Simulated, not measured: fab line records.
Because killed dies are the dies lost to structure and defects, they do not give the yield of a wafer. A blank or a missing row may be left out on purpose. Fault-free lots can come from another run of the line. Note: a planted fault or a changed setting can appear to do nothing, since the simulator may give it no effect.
Matching of chambers -- flow sky130 -- SKY_SPACER_ETCHBACK_02 on rieDiel-04: 4 sister chambers
The step etches Si3N4 in CH3F/O2, stops on SiO2, time 46.7 s, target depth 45 nm. 4 wafers are shown with their chamber, then 6 later ones without.

WAFERS WITH THEIR CHAMBER
wafer,chamber,drypumpMotorCurrentA (A)
L709.1,0,5.8
L711.1,3,5.8
L711.3,1,5.1
L711.4,2,5.9

WAFERS MISSING THEIR CHAMBER
wafer,drypumpMotorCurrentA (A)
L713.1,5.8
L713.2,5.1
L713.3,5.7
L714.3,5.8
L714.4,5.8
L714.6,5.8

EACH ONE'S CHAMBER
wafer,from the rows above,in truth
L713.1,can't be placed: 0 or 3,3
L713.2,1,1
L713.3,can't be placed: 0 or 3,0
L714.3,can't be placed: 0 or 3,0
L714.4,can't be placed: 0 or 3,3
L714.6,can't be placed: 0 or 3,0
Correct placement for 1 of the 6. Unplaceable from these rows: 5, with the true chamber sitting among the candidates in 5. Number placed wrongly: 0.
How it was worked out, from the rows above alone: a wafer's distance from a chamber is the root of the sum, over the readings, of the square of ((its reading less the chamber's mean) divided by the reading's scatter). If the next closest chamber is less than 2 further off than the closest, the wafer can't be placed; otherwise it belongs to the closest. Each chamber's mean is taken over the wafers shown for it. The scatter (one wafer shown for each chamber): square how far every hidden wafer sits from the nearest shown wafer, average those squares and take the square root.
